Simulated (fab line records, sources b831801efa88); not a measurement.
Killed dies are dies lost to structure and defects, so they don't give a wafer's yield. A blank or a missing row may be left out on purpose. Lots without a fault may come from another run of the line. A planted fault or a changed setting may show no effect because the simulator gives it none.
fab line records | flow sky130
record lots=10 wafers=30 last_day=50
route steps=708 shown NWELL@78 VT_ADJUST_HVTP@87 VT_ADJUST_LVTN@106 PAD_OPEN@708
lots that met no fault: from a run of the same line without faults
start_h: hours from the record's first day to the start of the lot's first wafer shown | wait_h: hours since the lot's step before | " the same as in the row above | L1.1+2: a row that stands for several wafers | - no value, or no start given | * or withheld: withheld | < > ~ a bound
route shown NAME@n: a module of which the file shows steps, and the number in the route of the first | usual: mean/standard deviation of fault-free wafers | same: alike in all rows | chamber/n: place in a boat | sites: the reading at each site | _std_site: their standard deviation | _edge_site: outer sites' mean less inner sites' | radius_mm: how far each site lies from the wafer's centre | mask NAME#n: copy n | behind: the tool/chamber that last shaped the wafer | hold: why the lot was held/for how many hours/how that ended | device: the transistor (n, p or np) that didn't switch | end of line: the same wafers' tests at the end of the route | a step without rows: its recipe alone | killed: dies lost to structure and defects at the first sort, not the wafer's yield | map: a wafer's dies, x killed, . not, _ none there
set.NAME: the setting as run; set.NAME@STEP: as run at that earlier step | model.NAME: the simulator's own value behind a step, which no gauge read
steps of the route over a sample of lots; a table a step, a row a wafer
services: from which hour (start_h, from the record's first day; less than 0 if before it) a tool's chamber was out of use, for how many hours, and why
## steps
# step SKY_NWELL_STRIP_25
# recipe chemistry=O2/N2 power_w=1400 pressure_mtorr=1500 platen_temp_c=withheld o2_flow_sccm=3000 n2_flow_sccm=300 overash_fraction=0.5
# usual drypump_motor_current_A=5.7/0.35 oes_product_au=0.722/0.0047 strip_time_to_endpoint_s=37.00/0.075
# columns lot.wafer tool chamber start_h wait_h drypump_motor_current_A oes_product_au rf_hours_counter_h strip_time_to_endpoint_s
L971.2 plasma_asher-03 0 109.02 0.1 4.9 0.715 29 36.87
L971.3 " 1 " " 5.8 0.723 - 37.07
L971.6 " 0 " " 4.9 0.725 - 36.99
L975.3 plasma_asher-03 0 134.29 0.1 4.9 0.712 - 36.93
L975.4 " 1 " " 5.8 0.721 - 36.89
L975.6 " 1 " " 5.8 0.724 - 36.97
L985.1 plasma_asher-03 0 195.37 0.1 4.9 0.722 40 36.98
L985.2 " 1 " " 5.8 0.727 40 36.95
L985.6 " 1 " " 5.8 0.716 - 36.96
L986.2 plasma_asher-02 1 199.07 0.1 5.8 0.719 10 36.87
L986.4 " 0 " " 5.7 0.721 - 36.88
L986.5 " 1 " " 5.8 0.724 - 36.98
L987.2 plasma_asher-01 0 205.16 0.1 5.8 0.724 48 37.05
L987.5 " 0 " " 5.8 0.720 - 37.02
L987.6 " 1 " " 5.9 0.729 - 36.91
L988.4 plasma_asher-01 1 210.70 0.1 5.9 0.721 - 37.08
L988.5 " 0 " " 5.9 0.717 - 37.18
L988.6 " 1 " " 5.9 0.725 - 37.08
L990.2 plasma_asher-03 0 221.97 0.1 4.9 0.723 43 36.99
L990.3 " 1 " " 5.8 0.723 - 36.94
L990.5 " 1 " " 5.8 0.713 - 36.97
L991.4 plasma_asher-01 1 226.85 0.1 5.9 0.723 - 37.02
L991.5 " 0 " " 5.9 0.724 - 36.96
L991.6 " 1 " " 6.0 0.724 - 37.01
L992.2 plasma_asher-03 1 241.16 0.1 5.8 0.718 45 36.91
L992.4 " 1 " " 5.8 0.718 - 36.98
L992.6 " 1 " " 5.8 0.727 - 36.91
L993.2 plasma_asher-02 0 246.31 0.1 5.7 0.722 14 37.03
L993.4 " 0 " " 5.7 0.712 - 37.05
L993.5 " 0 " " 5.7 0.719 - 37.06
# step SKY_NWELL_RTA_28
# recipe temp_c=1050 time_s=30 idle_temp_c=650 ramp_up_c_per_s=150 ramp_down_c_per_s=90 ambient=N2
# usual lamp_power_pct=25.30/0.054 wafer_temp_C_max=1054.8/0.92
# columns lot.wafer tool chamber start_h wait_h lamp_power_pct wafer_temp_C_max
L971.2 rtp_anneal-02 0 109.24 0.0 25.28 1055.5
L971.3 " 0 " " 25.28 1054.7
L971.6 " 0 " " 25.30 1053.9
L975.3 rtp_anneal-02 0 134.51 0.0 25.33 1055.5
L975.4 " 0 " " 25.33 1053.2
L975.6 " 0 " " 25.28 1056.9
L985.1 rtp_anneal-02 0 195.58 0.0 25.28 1054.2
L985.2 " 0 " " 25.35 1056.5
L985.6 " 0 " " 25.24 1055.2
L986.2 rtp_anneal-01 0 199.29 0.0 25.23 1055.0
L986.4 " 0 " " 25.34 1055.6
L986.5 " 0 " " 25.34 1054.2
L987.2 rtp_anneal-02 0 205.38 0.0 25.23 1054.3
L987.5 " 0 " " 25.36 1053.7
L987.6 " 0 " " 25.30 1054.8
L988.4 rtp_anneal-01 0 210.93 0.1 25.23 1056.4
L988.5 " 0 " " 25.33 1054.8
L988.6 " 0 " " 25.31 1054.3
L990.2 rtp_anneal-02 0 222.20 0.0 25.29 1055.4
L990.3 " 0 " " 25.35 1053.9
L990.5 " 0 " " 25.35 1055.3
L991.4 rtp_anneal-01 0 227.08 0.1 25.32 1055.6
L991.5 " 0 " " 25.35 1056.0
L991.6 " 0 " " 25.26 1055.2
L992.2 rtp_anneal-01 0 241.39 0.0 25.37 1054.1
L992.4 " 0 " " 25.27 1054.7
L992.6 " 0 " " 25.22 1054.1
L993.2 rtp_anneal-02 0 246.53 0.0 25.34 1054.8
L993.4 " 0 " " 25.33 1055.2
L993.5 " 0 " " 25.36 1053.3
# step SKY_VT_ADJUST_HVTP_COAT_02
# recipe resist=NOVOLAK spin_rpm=3000 resist_thk_nm=1140
# usual chill_plate_temp_C=22.99/0.11 dispense_pressure_kPa=52.6/2.9 exhaust_pa=44.9/0.82 spin_speed_rpm=3000.2/1.8
# columns lot.wafer tool chamber start_h wait_h chill_plate_temp_C dispense_pressure_kPa exhaust_pa spin_speed_rpm
L971.2 litho_track-03 0 117.70 0.1 23.06 54.2 46.4 3002.3
L971.3 " 0 " " 23.02 54.2 45.7 3003.3
L971.6 " 0 " " 22.95 54.2 44.3 3002.0
L975.3 litho_track-01 0 144.47 0.1 23.00 48.5 44.2 3001.4
L975.4 " 0 " " 23.06 48.5 45.5 2999.5
L975.6 " 0 " " 22.85 48.6 45.0 3000.9
L985.1 litho_track-01 - 206.57 0.1 - - - -
L985.2 " - " " - - - -
L985.6 " - " " - - - -
L986.2 litho_track-01 - 210.64 0.1 - - - -
L986.4 " - " " - - - -
L986.5 " - " " - - - -
L987.2 litho_track-03 - 216.15 0.1 - - - -
L987.5 " - " " - - - -
L987.6 " - " " - - - -
L988.4 litho_track-03 0 221.40 0.1 22.96 54.2 43.7 2999.3
L988.5 " 0 " " 23.06 54.1 44.2 3000.6
L988.6 " 0 " " 22.75 54.2 43.3 3001.6
L990.2 litho_track-02 0 233.75 0.1 23.00 55.0 45.1 2999.2
L990.3 " 0 " " 22.81 55.0 44.7 3001.7
L990.5 " 0 " " 22.93 55.0 45.7 3000.5
L991.4 litho_track-01 0 238.94 0.1 23.19 48.5 46.0 3000.2
L991.5 " 0 " " 22.98 48.6 43.9 3000.0
L991.6 " 0 " " 22.93 48.6 44.3 2998.6
L992.2 litho_track-03 0 253.10 0.1 22.99 54.2 46.0 2999.1
L992.4 " 0 " " 22.78 54.2 45.9 2999.7
L992.6 " 0 " " 22.94 54.2 45.6 3000.3
L993.2 litho_track-02 0 258.55 0.1 22.91 55.0 46.1 3000.4
L993.4 " 0 " " 23.00 55.0 45.2 3001.7
L993.5 " 0 " " 22.92 55.0 45.1 3000.5
# step SKY_VT_ADJUST_HVTP_CD_MEAS_07
# recipe target_cd_nm=380
# usual cd_nm=379.2/2.6
# columns lot.wafer tool chamber start_h wait_h cd_nm
L971.2 cd_sem-02 - 126.96 0.1 383.4
L971.3 " - " " 381.2
L971.6 " - " " 379.6
L975.3 cd_sem-02 - 154.46 0.1 378.3
L975.4 " - " " 377.6
L975.6 " - " " 377.1
L985.1 cd_sem-01 - 217.63 0.1 -
L985.2 " - " " -
L985.6 " - " " -
L986.2 cd_sem-02 - 221.30 0.1 -
L986.4 " - " " -
L986.5 " - " " -
L987.2 cd_sem-01 - 227.14 0.1 -
L987.5 " - " " -
L987.6 " - " " -
L988.4 cd_sem-01 - 233.19 0.1 380.8
L988.5 " - " " 382.2
L988.6 " - " " 384.1
L990.2 cd_sem-01 - 245.79 0.1 378.0
L990.3 " - " " 378.2
L990.5 " - " " 379.1
L991.4 cd_sem-02 - 250.78 0.1 375.9
L991.5 " - " " 375.2
L991.6 " - " " 375.0
L992.2 cd_sem-01 - 265.09 0.1 376.8
L992.4 " - " " 375.9
L992.6 " - " " 378.8
L993.2 cd_sem-02 - 269.89 0.1 379.4
L993.4 " - " " 379.0
L993.5 " - " " 380.6
# step SKY_VT_ADJUST_LVTN_STRIP_09
# recipe chemistry=O2/N2 power_w=1400 pressure_mtorr=1500 platen_temp_c=withheld o2_flow_sccm=3000 n2_flow_sccm=300 overash_fraction=0.5
# usual drypump_motor_current_A=5.7/0.33 oes_product_au=0.722/0.0045 strip_time_to_endpoint_s=36.93/0.091
# columns lot.wafer tool chamber start_h wait_h drypump_motor_current_A oes_product_au rf_hours_counter_h strip_time_to_endpoint_s
L971.2 plasma_asher-02 0 146.12 0.1 5.7 0.724 4 36.86
L971.3 " 1 " " 5.8 0.722 - 36.79
L971.6 " 0 " " 5.7 0.716 - 36.92
L975.3 plasma_asher-02 1 174.84 0.1 5.8 0.730 - 36.79
L975.4 " 0 " " 5.7 0.718 - 36.83
L975.6 " 1 " " 5.8 0.712 - 36.82
L985.1 plasma_asher-02 1 240.81 0.1 5.8 0.721 13 36.88
L985.2 " 0 " " 5.7 0.718 13 36.75
L985.6 " 0 " " 5.7 0.718 - 36.81
L986.2 plasma_asher-02 1 245.16 0.1 5.8 0.718 14 36.99
L986.4 " 0 " " 5.7 0.725 - 37.05
L986.5 " 1 " " 5.8 0.728 - 37.03
L987.2 plasma_asher-04 1 251.37 0.1 6.0 0.726 55 36.98
L987.5 " 0 " " 5.8 0.718 - 37.03
L987.6 " 1 " " 6.0 0.717 - 37.03
L988.4 plasma_asher-02 1 257.69 0.1 5.8 0.729 - 36.88
L988.5 " 0 " " 5.7 0.725 - 36.93
L988.6 " 1 " " 5.8 0.733 - 36.86
L990.2 plasma_asher-04 1 269.41 0.1 6.0 0.717 57 36.93
L990.3 " 1 " " 6.0 0.720 - 36.85
L990.5 " 1 " " 6.0 0.725 - 36.93
L991.4 plasma_asher-03 1 274.59 0.1 5.8 0.723 - 37.01
L991.5 " 0 " " 4.9 0.720 - 36.95
L991.6 " 1 " " 5.8 0.726 - 36.97
L992.2 plasma_asher-02 0 289.41 0.1 5.7 0.719 18 36.89
L992.4 " 0 " " 5.7 0.720 - 36.92
L992.6 " 1 " " 5.8 0.724 - 37.05
L993.2 plasma_asher-03 1 294.61 0.1 5.8 0.725 49 36.76
L993.4 " 1 " " 5.7 0.716 - 36.93
L993.5 " 1 " " 5.8 0.730 - 36.82
# step SKY_VT_ADJUST_LVTN_TW_MEAS_10
# usual VT_ADJUST_LVTN_TW=242.8/2.5
# columns lot.wafer tool chamber start_h wait_h VT_ADJUST_LVTN_TW
L971.2 film_metro-01 - 146.23 0.1 244.8
L971.3 " - " " 245.9
L971.6 " - " " 244.0
L975.3 film_metro-04 - 174.93 0.1 243.1
L975.4 " - " " 244.6
L975.6 " - " " 243.6
L985.1 film_metro-01 - 240.91 0.1 1381.3
L985.2 " - " " 1387.9
L985.6 " - " " 1383.4
L986.2 film_metro-04 - 245.27 0.1 1361.7
L986.4 " - " " 1370.5
L986.5 " - " " 1371.8
L987.2 film_metro-03 - 251.48 0.1 1357.9
L987.5 " - " " 1347.4
L987.6 " - " " 1344.9
L988.4 film_metro-03 - 257.79 0.1 238.5
L988.5 " - " " 241.2
L988.6 " - " " 240.8
L990.2 film_metro-01 - 269.52 0.1 246.3
L990.3 " - " " 245.8
L990.5 " - " " 246.7
L991.4 film_metro-03 - 274.69 0.1 241.2
L991.5 " - " " 241.0
L991.6 " - " " 241.5
L992.2 film_metro-01 - 289.52 0.1 245.7
L992.4 " - " " 247.5
L992.6 " - " " 246.7
L993.2 film_metro-03 - 294.72 0.1 240.5
L993.4 " - " " 240.4
L993.5 " - " " 242.3
# step SKY_VT_ADJUST_LVTN_TW_MEAS_21
# usual VT_ADJUST_LVTN_2_TW=189.2/1.6
# columns lot.wafer tool chamber start_h wait_h VT_ADJUST_LVTN_2_TW
L971.2 film_metro-04 - 166.07 0.1 188.0
L971.3 " - " " 188.4
L971.6 " - " " 188.1
L975.3 film_metro-03 - 195.99 0.1 188.2
L975.4 " - " " 188.0
L975.6 " - " " 187.1
L985.1 film_metro-01 - 264.42 0.1 1384.6
L985.2 " - " " 1386.3
L985.6 " - " " 1376.8
L986.2 film_metro-04 - 268.87 0.1 1362.7
L986.4 " - " " 1351.1
L986.5 " - " " 1362.8
L987.2 film_metro-03 - 275.32 0.1 1343.7
L987.5 " - " " 1355.5
L987.6 " - " " 1349.3
L988.4 film_metro-04 - 280.89 0.1 188.9
L988.5 " - " " 189.2
L988.6 " - " " 188.8
L990.2 film_metro-04 - 293.72 0.1 188.5
L990.3 " - " " 190.2
L990.5 " - " " 189.4
L991.4 film_metro-03 - 299.55 0.1 188.0
L991.5 " - " " 187.8
L991.6 " - " " 187.6
L992.2 film_metro-03 - 314.17 0.1 186.7
L992.4 " - " " 188.1
L992.6 " - " " 188.4
L993.2 film_metro-04 - 319.22 0.1 188.7
L993.4 " - " " 188.9
L993.5 " - " " 189.2
# step SKY_PAD_OPEN_PROBE_99
# usual killed_at_M0_to_M3=44/7.7 killed_at_M4_up=3.2/1.7 killed_at_contacts=24/5.3 killed_at_front_end=15/4.3 killed_at_other=0.3/0.57 killed_dies=87/11 killed_on_rim=17/3.8 killed_open=47/7.4 killed_short=40/6.5
# same gross_dies=492 killed_at_back_side=0
# columns lot.wafer tool chamber start_h wait_h killed_at_M0_to_M3 killed_at_M4_up killed_at_contacts killed_at_front_end killed_at_other killed_dies killed_on_rim killed_open killed_short
L971.2 prober-01 - 1079.24 0.1 51 7 16 16 2 92 19 49 40
L971.3 prober-01 - 1079.29 0.2 61 2 25 11 0 99 25 50 48
L971.6 prober-01 - 1079.44 0.2 51 2 16 15 2 86 20 37 45
L975.3 prober-02 - 1111.35 0.2 38 3 18 15 0 74 16 42 32
L975.4 prober-02 - 1111.40 0.2 39 5 28 13 0 85 20 40 45
L975.6 prober-02 - 1111.50 0.2 35 4 25 21 0 85 14 46 39
L985.1 prober-02 - 1162.29 0.1 43 3 23 422 1 492 96 41 48
L985.2 prober-02 - 1162.34 0.1 34 3 26 429 0 492 96 42 41
L985.6 prober-02 - 1162.54 0.2 42 5 17 428 0 492 96 43 33
L986.2 prober-01 - 1162.73 0.1 46 8 25 412 1 492 96 43 55
L986.4 prober-01 - 1162.83 0.2 53 9 22 408 0 492 96 52 39
L986.5 prober-01 - 1162.88 0.2 37 1 32 421 1 492 96 45 37
L987.2 prober-01 - 1169.60 0.1 47 5 33 406 1 492 96 57 49
L987.5 prober-01 - 1169.75 0.2 48 3 26 415 0 492 96 59 37
L987.6 prober-01 - 1169.80 0.2 39 2 20 431 0 492 96 46 33
L988.4 prober-02 - 1172.25 0.2 50 2 19 15 0 86 15 40 46
L988.5 prober-02 - 1172.30 0.2 50 3 14 17 0 84 16 39 45
L988.6 prober-02 - 1172.35 0.2 32 3 25 16 0 76 20 36 40
L990.2 prober-02 - 1187.59 0.1 38 3 16 21 0 78 14 33 45
L990.3 prober-02 - 1187.64 0.2 49 0 16 21 0 86 17 40 46
L990.5 prober-02 - 1187.74 0.2 36 3 31 15 0 85 14 49 36
L991.4 prober-01 - 1188.12 0.2 62 1 18 11 0 92 17 55 35
L991.5 prober-01 - 1188.17 0.2 41 1 30 13 0 85 18 44 40
L991.6 prober-01 - 1188.22 0.2 47 2 27 9 1 86 14 44 42
L992.2 prober-02 - 1191.15 0.1 66 3 24 12 0 105 27 62 43
L992.4 prober-02 - 1191.25 0.2 50 5 36 19 0 110 21 65 45
L992.6 prober-02 - 1191.35 0.2 57 2 31 24 1 115 22 67 48
L993.2 prober-01 - 1194.19 0.1 38 4 24 12 0 78 11 41 37
L993.4 prober-01 - 1194.29 0.2 36 3 13 15 0 67 17 41 26
L993.5 prober-01 - 1194.34 0.2 41 3 18 22 0 84 10 49 35
# killed by level:class
L971.2 VIA1:geometric_particle:open=11 VIA2:geometric_particle:open=8 METAL2:geometric_particle:short=8 FIELD_ISO:geometric_particle:open=6 CONTACT:geometric_particle:open=6 VIA2:geometric_particle:short=6 VIA3:geometric_particle:open=6 POLY_GATE:geometric_particle:open=5
L971.3 VIA1:geometric_particle:open=14 VIA3:geometric_particle:open=8 CONTACT:geometric_particle:open=7 VIA1:geometric_particle:short=7 LI_CONTACT:geometric_particle:open=6 METAL2:geometric_particle:short=6 METAL3:geometric_particle:short=6 FIELD_ISO:geometric_particle:open=5
L971.6 VIA1:geometric_particle:open=12 METAL1:geometric_particle:short=9 METAL3:geometric_particle:short=8 VIA2:geometric_particle:open=7 CONTACT:geometric_particle:open=6 FIELD_ISO:geometric_particle:short=5 LOCAL_INTERCONNECT:geometric_particle:short=4 CONTACT:geometric_particle:short=4
L975.3 VIA1:geometric_particle:open=9 VIA3:geometric_particle:open=8 LI_CONTACT:geometric_particle:open=7 VIA2:geometric_particle:open=7 CONTACT:geometric_particle:open=6 METAL1:geometric_particle:short=4 FIELD_ISO:geometric_particle:short=3 POLY_GATE:geometric_particle:short=3
L975.4 METAL1:geometric_particle:short=11 CONTACT:geometric_particle:open=10 LOCAL_INTERCONNECT:geometric_particle:short=7 VIA2:geometric_particle:open=7 LI_CONTACT:geometric_particle:open=6 POLY_GATE:geometric_particle:open=5 VIA2:geometric_particle:short=5 VIA1:geometric_particle:open=5
L975.6 CONTACT:geometric_particle:open=10 LI_CONTACT:geometric_particle:open=9 VIA3:geometric_particle:open=7 POLY_GATE:geometric_particle:short=6 POLY_GATE:geometric_particle:open=6 METAL1:geometric_particle:short=6 VIA2:geometric_particle:open=4 VIA1:geometric_particle:short=4
L985.1 VT_ADJUST_HVTP:area_expose=403 VIA1:geometric_particle:open=8 VIA2:geometric_particle:open=8 METAL3:geometric_particle:short=7 FIELD_ISO:geometric_particle:short=6 LI_CONTACT:geometric_particle:short=6 LI_CONTACT:geometric_particle:open=6 METAL1:geometric_particle:short=5
L985.2 VT_ADJUST_HVTP:area_expose=409 CONTACT:geometric_particle:open=11 FIELD_ISO:geometric_particle:short=9 VIA1:geometric_particle:open=9 LI_CONTACT:geometric_particle:open=6 METAL2:geometric_particle:short=5 METAL1:geometric_particle:short=4 LOCAL_INTERCONNECT:geometric_particle:short=4
L985.6 VT_ADJUST_HVTP:area_expose=416 LI_CONTACT:geometric_particle:open=10 VIA1:geometric_particle:open=10 VIA2:geometric_particle:open=8 METAL1:geometric_particle:short=5 VIA1:geometric_particle:short=5 VIA3:geometric_particle:open=5 FIELD_ISO:geometric_particle:open=4
L986.2 VT_ADJUST_HVTP:area_expose=393 CONTACT:geometric_particle:open=8 CONTACT:geometric_particle:short=7 VIA2:geometric_particle:open=7 METAL4:geometric_particle:short=7 METAL1:geometric_particle:short=6 VIA1:geometric_particle:open=6 FIELD_ISO:geometric_particle:open=5
L986.4 VT_ADJUST_HVTP:area_expose=401 VIA3:geometric_particle:open=12 METAL1:geometric_particle:short=9 VIA1:geometric_particle:open=9 LI_CONTACT:geometric_particle:open=7 METAL4:geometric_particle:short=6 CONTACT:geometric_particle:open=5 CONTACT:geometric_particle:short=5
L986.5 VT_ADJUST_HVTP:area_expose=410 CONTACT:geometric_particle:open=13 VIA1:geometric_particle:open=8 LI_CONTACT:geometric_particle:short=7 VIA2:geometric_particle:open=7 LOCAL_INTERCONNECT:geometric_particle:short=6 VIA2:geometric_particle:short=5 VIA3:geometric_particle:open=4
L987.2 VT_ADJUST_HVTP:area_expose=386 VIA1:geometric_particle:open=14 CONTACT:geometric_particle:open=13 LI_CONTACT:geometric_particle:open=9 VIA3:geometric_particle:open=8 CONTACT:geometric_particle:short=7 METAL1:geometric_particle:short=6 VIA1:geometric_particle:short=6
L987.5 VT_ADJUST_HVTP:area_expose=395 VIA1:geometric_particle:open=15 LI_CONTACT:geometric_particle:open=10 CONTACT:geometric_particle:open=8 VIA2:geometric_particle:open=7 FIELD_ISO:geometric_particle:open=6 METAL1:geometric_particle:short=6 LOCAL_INTERCONNECT:geometric_particle:short=5
L987.6 VT_ADJUST_HVTP:area_expose=413 VIA1:geometric_particle:open=10 CONTACT:geometric_particle:open=9 FIELD_ISO:geometric_particle:open=8 METAL1:geometric_particle:short=8 FIELD_ISO:geometric_particle:short=6 LI_CONTACT:geometric_particle:open=5 VIA3:geometric_particle:open=5
L988.4 VIA1:geometric_particle:open=10 VIA3:geometric_particle:open=8 VIA3:geometric_particle:short=7 METAL1:geometric_particle:short=6 CONTACT:geometric_particle:open=6 VIA1:geometric_particle:short=5 FIELD_ISO:geometric_particle:short=4 FIELD_ISO:geometric_particle:open=4
L988.5 VIA1:geometric_particle:open=13 VIA2:geometric_particle:open=7 VIA3:geometric_particle:short=7 POLY_GATE:geometric_particle:short=6 VIA3:geometric_particle:open=6 METAL1:geometric_particle:short=6 FIELD_ISO:geometric_particle:short=4 POLY_GATE:geometric_particle:open=4
L988.6 LI_CONTACT:geometric_particle:open=10 FIELD_ISO:geometric_particle:short=6 LOCAL_INTERCONNECT:geometric_particle:short=6 METAL1:geometric_particle:short=6 VIA1:geometric_particle:open=6 VIA2:geometric_particle:open=5 FIELD_ISO:geometric_particle:open=4 POLY_GATE:geometric_particle:open=4
L990.2 METAL1:geometric_particle:short=9 FIELD_ISO:geometric_particle:short=8 VIA1:geometric_particle:open=7 VIA3:geometric_particle:open=7 FIELD_ISO:geometric_particle:open=5 POLY_GATE:geometric_particle:short=5 LOCAL_INTERCONNECT:geometric_particle:short=5 METAL2:geometric_particle:short=5
L990.3 VIA1:geometric_particle:open=15 METAL2:geometric_particle:short=10 FIELD_ISO:geometric_particle:short=8 CONTACT:geometric_particle:open=7 VIA2:geometric_particle:short=6 POLY_GATE:geometric_particle:short=4 VIA2:geometric_particle:open=4 VIA3:geometric_particle:short=4
L990.5 VIA1:geometric_particle:open=9 VIA3:geometric_particle:open=8 FIELD_ISO:geometric_particle:open=7 LOCAL_INTERCONNECT:geometric_particle:short=7 CONTACT:geometric_particle:open=7 LI_CONTACT:geometric_particle:open=6 LI_CONTACT:geometric_particle:short=5 CONTACT:geometric_particle:short=4
L991.4 VIA1:geometric_particle:open=13 CONTACT:geometric_particle:open=11 METAL1:geometric_particle:short=11 VIA2:geometric_particle:open=9 VIA1:geometric_particle:short=6 VIA2:geometric_particle:short=5 CONTACT:geometric_particle:short=4 METAL2:geometric_particle:open=4
L991.5 CONTACT:geometric_particle:open=10 LI_CONTACT:geometric_particle:open=8 CONTACT:geometric_particle:short=7 VIA1:geometric_particle:open=6 VIA1:geometric_particle:short=6 VIA2:geometric_particle:short=5 VIA2:geometric_particle:open=5 VIA3:geometric_particle:open=5
L991.6 VIA1:geometric_particle:open=15 LI_CONTACT:geometric_particle:open=9 METAL1:geometric_particle:short=8 CONTACT:geometric_particle:open=7 POLY_GATE:geometric_particle:short=5 VIA2:geometric_particle:short=5 LOCAL_INTERCONNECT:geometric_particle:short=4 METAL2:geometric_particle:short=4
L992.2 VIA1:geometric_particle:open=20 VIA2:geometric_particle:open=10 CONTACT:geometric_particle:open=9 METAL1:geometric_particle:short=7 VIA1:geometric_particle:short=7 LI_CONTACT:geometric_particle:open=6 METAL3:geometric_particle:short=6 METAL2:geometric_particle:short=6
L992.4 VIA1:geometric_particle:open=12 LI_CONTACT:geometric_particle:open=11 CONTACT:geometric_particle:open=9 VIA3:geometric_particle:open=8 LI_CONTACT:geometric_particle:short=6 CONTACT:geometric_particle:short=5 POLY_GATE:geometric_particle:short=5 POLY_GATE:geometric_particle:open=5
L992.6 VIA1:geometric_particle:open=15 LI_CONTACT:geometric_particle:open=13 VIA2:geometric_particle:open=11 METAL2:geometric_particle:short=7 CONTACT:geometric_particle:open=7 FIELD_ISO:geometric_particle:short=6 VIA3:geometric_particle:open=6 POLY_GATE:geometric_particle:short=5
L993.2 METAL2:geometric_particle:short=9 CONTACT:geometric_particle:open=9 LI_CONTACT:geometric_particle:open=7 VIA2:geometric_particle:open=6 METAL1:geometric_particle:short=4 VIA3:geometric_particle:open=4 FIELD_ISO:geometric_particle:short=3 SPACER:geometric_particle:open=3
L993.4 VIA3:geometric_particle:open=9 CONTACT:geometric_particle:open=6 VIA1:geometric_particle:open=6 VIA2:geometric_particle:open=6 FIELD_ISO:geometric_particle:short=4 VIA1:geometric_particle:short=4 FIELD_ISO:geometric_particle:open=3 SPACER:geometric_particle:open=3
L993.5 VIA2:geometric_particle:open=9 FIELD_ISO:geometric_particle:open=6 CONTACT:geometric_particle:open=6 FIELD_ISO:geometric_particle:short=5 POLY_GATE:geometric_particle:short=5 VIA3:geometric_particle:open=5 LI_CONTACT:geometric_particle:open=5 VIA1:geometric_particle:open=5
## services
# columns tool chamber start_h hours kind
plasma_asher-03 - 88.68 14.6 pm
plasma_asher-02 - 108.75 9.0 pm
plasma_asher-02 0 108.75 9.0 vent_cycle
plasma_asher-02 1 108.75 9.0 vent_cycle
litho_track-01 - 117.08 - consumable_replace:filter
plasma_asher-02 0 117.75 - clean
plasma_asher-02 1 117.75 - clean
plasma_asher-01 - 122.45 14.6 pm
plasma_asher-04 - 123.92 31.8 pm
plasma_asher-04 - 155.69 4.3 pm
plasma_asher-02 - 180.26 0.4 repair
plasma_asher-03 - 182.25 0.7 repair
plasma_asher-03 - 266.13 1.1 repair
plasma_asher-02 - 267.92 4.6 repair
plasma_asher-01 - 277.44 0.5 repair
plasma_asher-03 - 288.44 2.5 repair
## key
first_sign step=SKY_VT_ADJUST_HVTP_COAT_02 reading=tool_record direction=missing
effect step=SKY_VT_ADJUST_HVTP_CD_MEAS_07 reading=cd_nm direction=missing
effect step=SKY_VT_ADJUST_LVTN_TW_MEAS_10 reading=VT_ADJUST_LVTN_TW direction=up sigmas=99+ usual=242.8 struck=1367.4
effect step=SKY_VT_ADJUST_LVTN_TW_MEAS_21 reading=VT_ADJUST_LVTN_2_TW direction=up sigmas=99+ usual=189.2 struck=1363.7
effect step=SKY_PAD_OPEN_PROBE_99 reading=killed_at_front_end direction=up sigmas=94 usual=15 struck=419
more_kills_born_at SKY_VT_ADJUST_HVTP_EXPOSE_04@iline_stepper-02=2432 SKY_VT_ADJUST_HVTP_EXPOSE_04@iline_stepper-01=1194
met_at SKY_VT_ADJUST_HVTP_COAT_02
struck_lots L985,L986,L987
tester_left_out L985,L986,L987
not_acting_at SKY_NWELL_STRIP_25,SKY_NWELL_RTA_28,SKY_VT_ADJUST_LVTN_STRIP_09
onset_between 144.47 206.57
fault kind=skipped_step_whole tool=litho_track-01,litho_track-03 chamber=- onset_h=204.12 steps=SKY_VT_ADJUST_HVTP_COAT_02 scope=struck_lots_only
# tester_left_out: of these lots the tester's yield and bins aren't shown, on N5 and GAA mostly nor the transistor test; their killed dies are dies lost to structure and defects alone, not to doping, threshold or leakage, so they don't give the yield
